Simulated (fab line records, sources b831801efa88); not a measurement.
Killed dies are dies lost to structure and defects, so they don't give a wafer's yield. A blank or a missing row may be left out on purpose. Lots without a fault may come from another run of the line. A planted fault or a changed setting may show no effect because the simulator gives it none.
Which tool did it? | flow gf180mcu | 14 lots, 42 wafers sampled, at 4 steps of a route of 602

WHAT THE GAUGES READ, wafer by wafer
The record holds no reading of a measuring or inspecting step that can be judged against a usual standard deviation.

WHICH TOOL RAN EACH LOT (tool, then ch and the chambers of the sampled wafers, then the start)
lot  | GF_DNWELL_STRIP_08                  | GF_VT_IMPLANT_EXPOSE_26             | GF_CONTACT_CMP_04             | GF_M1_SPUTTER_04
L572 | plasma_asher-03 ch 0,1, day 2 22:59 | iline_stepper-01 ch 0, day 6 18:22  | cmp-01 ch 0,1,3, day 15 12:43 | pvd_sputter-01, day 16 12:52
L573 | plasma_asher-02 ch 0,1, day 3 03:00 | iline_stepper-02 ch 0, day 6 21:52  | cmp-01 ch 0,2,3, day 15 19:50 | pvd_sputter-03, day 16 20:04
L574 | plasma_asher-03 ch 0,1, day 3 08:52 | iline_stepper-02 ch 0, day 7 04:44  | cmp-01 ch 2,3, day 16 03:17   | pvd_sputter-01, day 17 03:23
L575 | plasma_asher-01 ch 0,1, day 3 12:02 | iline_stepper-01 ch 0, day 7 09:44  | cmp-02 ch 0,1,2, day 16 09:40 | pvd_sputter-04, day 17 10:22
L576 | plasma_asher-03 ch 0,1, day 3 15:42 | iline_stepper-01 ch 0, day 7 14:37  | cmp-02 ch 0,1,3, day 16 13:16 | pvd_sputter-03, day 17 13:29
L577 | plasma_asher-01 ch 0,1, day 3 23:38 | iline_stepper-01 ch 0, day 8 02:20  | cmp-01 ch 0,1,3, day 17 04:35 | pvd_sputter-04, day 18 05:38
L578 | plasma_asher-03 ch 0,1, day 4 04:17 | iline_stepper-01 ch 0, day 8 03:30  | cmp-01 ch 0,2, day 17 06:59   | pvd_sputter-04, day 18 08:06
L580 | plasma_asher-01 ch 0,1, day 4 13:14 | iline_stepper-02 ch 0, day 8 16:21  | cmp-01 ch 0,1,2, day 18 00:56 | pvd_sputter-04, day 19 02:25
L587 | plasma_asher-03 ch 0,1, day 6 00:43 | iline_stepper-01, day 10 12:44      | -                             | -
L588 | plasma_asher-02 ch 0,1, day 6 06:59 | iline_stepper-02, day 10 19:46      | -                             | -
L592 | plasma_asher-03 ch 0,1, day 7 06:20 | iline_stepper-01 ch 0, day 11 23:13 | cmp-02 ch 0,3, day 22 09:23   | pvd_sputter-04, day 23 10:24
L593 | plasma_asher-02 ch 0,1, day 7 09:42 | iline_stepper-02 ch 0, day 12 03:14 | cmp-02 ch 1,3, day 22 15:39   | pvd_sputter-01, day 23 16:03
L594 | plasma_asher-02 ch 0,1, day 7 16:06 | iline_stepper-01 ch 0, day 12 13:33 | cmp-01 ch 0,1,3, day 23 01:57 | pvd_sputter-01, day 24 02:16
L595 | plasma_asher-01 ch 0,1, day 7 20:53 | iline_stepper-02 ch 0, day 12 16:23 | cmp-01 ch 0,2, day 23 03:32   | pvd_sputter-04, day 24 03:42
- GF_DNWELL_STRIP_08: strips in O2/N2.
- GF_VT_IMPLANT_EXPOSE_26: exposes mask LVPWELL HV AREA, target cd 860 nm.
- GF_CONTACT_CMP_04: polishes SiO2.
- GF_M1_SPUTTER_04: material TiN, target thk 50 nm, time 41.7 s.

WHAT THE TOOLS THEMSELVES READ (means of the sampled wafers that have a number; where no wafer has one, the mark that the record gives instead)
GF_DNWELL_STRIP_08.
lot  | tool            | chamber_pressure_mTorr (mTorr) | drypump_motor_current_A (A) | heater_power_w (W) | oes_product_au (a.u.) | strip_time_to_endpoint_s (s)
L572 | plasma_asher-03 | 1499.4                         | 5.63                        | 295                | 0.730                 | 36.91
L573 | plasma_asher-02 | 1500.4                         | 5.79                        | 356                | 0.720                 | 36.84
L574 | plasma_asher-03 | 1498.9                         | 5.58                        | 311                | 0.724                 | 36.95
L575 | plasma_asher-01 | 1500.0                         | 5.83                        | 343                | 0.720                 | 36.97
L576 | plasma_asher-03 | 1500.5                         | 5.60                        | 302                | 0.727                 | 36.96
L577 | plasma_asher-01 | 1500.1                         | 6.15                        | 357                | 0.727                 | 36.87
L578 | plasma_asher-03 | 1500.2                         | 5.60                        | 306                | 0.723                 | 36.95
L580 | plasma_asher-01 | 1498.7                         | 5.87                        | 340                | 0.722                 | 36.99
L587 | plasma_asher-03 | 1500.4                         | 5.60                        | 302                | 0.721                 | 37.02
L588 | plasma_asher-02 | 1501.2                         | 5.80                        | 381                | 0.716                 | 37.19
L592 | plasma_asher-03 | 1499.3                         | 5.58                        | 313                | 0.723                 | 36.98
L593 | plasma_asher-02 | 1499.5                         | 5.81                        | 383                | 0.721                 | 37.03
L594 | plasma_asher-02 | 1499.6                         | 5.77                        | 354                | 0.721                 | 37.03
L595 | plasma_asher-01 | 1499.2                         | 5.85                        | 345                | 0.722                 | 36.90

GF_VT_IMPLANT_EXPOSE_26.
lot  | tool             | exposure_dose_mJ_cm2 | focus_offset_nm (nm)
L572 | iline_stepper-01 | 140.10               | 0.5
L573 | iline_stepper-02 | 140.04               | -0.5
L574 | iline_stepper-02 | 139.97               | 0.1
L575 | iline_stepper-01 | 140.09               | -1.2
L576 | iline_stepper-01 | 140.10               | -1.0
L577 | iline_stepper-01 | 140.29               | -0.8
L578 | iline_stepper-01 | 140.08               | -1.1
L580 | iline_stepper-02 | 139.93               | -0.6
L587 | iline_stepper-01 | -                    | -
L588 | iline_stepper-02 | -                    | -
L592 | iline_stepper-01 | 139.91               | -0.6
L593 | iline_stepper-02 | 139.96               | -0.4
L594 | iline_stepper-01 | 140.09               | -0.0
L595 | iline_stepper-02 | 140.04               | 0.6

GF_CONTACT_CMP_04.
lot  | tool   | edge_zone_pressure_frac | motor_current_A (A) | time_to_endpoint_s (s)
L572 | cmp-01 | 0.997                   | 11.7                | 109
L573 | cmp-01 | 1.003                   | 11.3                | 112
L574 | cmp-01 | 0.997                   | 11.4                | 108
L575 | cmp-02 | 0.994                   | 13.1                | 109
L576 | cmp-02 | 1.005                   | 13.2                | 106
L577 | cmp-01 | 0.999                   | 11.6                | 107
L578 | cmp-01 | 1.001                   | 11.6                | 110
L580 | cmp-01 | 0.998                   | 11.3                | 109
L592 | cmp-02 | 0.995                   | 11.7                | 110
L593 | cmp-02 | 1.004                   | 13.4                | 119
L594 | cmp-01 | 1.001                   | 11.7                | 104
L595 | cmp-01 | 0.996                   | 11.3                | 108

GF_M1_SPUTTER_04.
lot  | tool           | cathode_dc_power_W (W) | throttle_valve_pct (%)
L572 | pvd_sputter-01 | 6499.9                 | 29.9
L573 | pvd_sputter-03 | 6501.0                 | 30.4
L574 | pvd_sputter-01 | 6500.7                 | 30.1
L575 | pvd_sputter-04 | 6500.3                 | 29.2
L576 | pvd_sputter-03 | 6501.1                 | 29.9
L577 | pvd_sputter-04 | 6499.8                 | 29.8
L578 | pvd_sputter-04 | 6499.9                 | 31.3
L580 | pvd_sputter-04 | 6500.2                 | 30.6
L592 | pvd_sputter-04 | 6499.7                 | 30.5
L593 | pvd_sputter-01 | 6499.2                 | 30.4
L594 | pvd_sputter-01 | 6500.2                 | 29.7
L595 | pvd_sputter-04 | 6501.1                 | 32.0

THE ANSWER, worked out from the rows above alone
Rule: what is usual is taken from the lots themselves. Put in order of their means at a reading, lots are off if they are a third of the lots or fewer, leave a main group of 4 or more, and stand apart from it by a gap of 3 or more times the standard deviation of the main group's means; of several such gaps the widest counts. A main group whose means are all the same, to the digits that the tables above print for the reading, isn't used. A lot without any number at a reading at which 4 lots or more have one is off too. The other lots that the step has rows for count as sound. The gauges are gone through in route order, then the tools' own readings, and for those a lot's mean is taken as printed above. The first step at which some lot is off is used, and at that step the reading that is off furthest; a lot without a number counts as furthest.
Off: L587, L588, at GF_VT_IMPLANT_EXPOSE_26 (exposure_dose_mJ_cm2). Without a number there: L587, L588. The main group: mean 140.05, standard deviation 0.098.
A tool fits if, at that step or a process step before it, it ran every lot that is off, and no sound lot after the first of them. None of those tried fits.

WHAT THE SIMULATOR HAD PUT IN
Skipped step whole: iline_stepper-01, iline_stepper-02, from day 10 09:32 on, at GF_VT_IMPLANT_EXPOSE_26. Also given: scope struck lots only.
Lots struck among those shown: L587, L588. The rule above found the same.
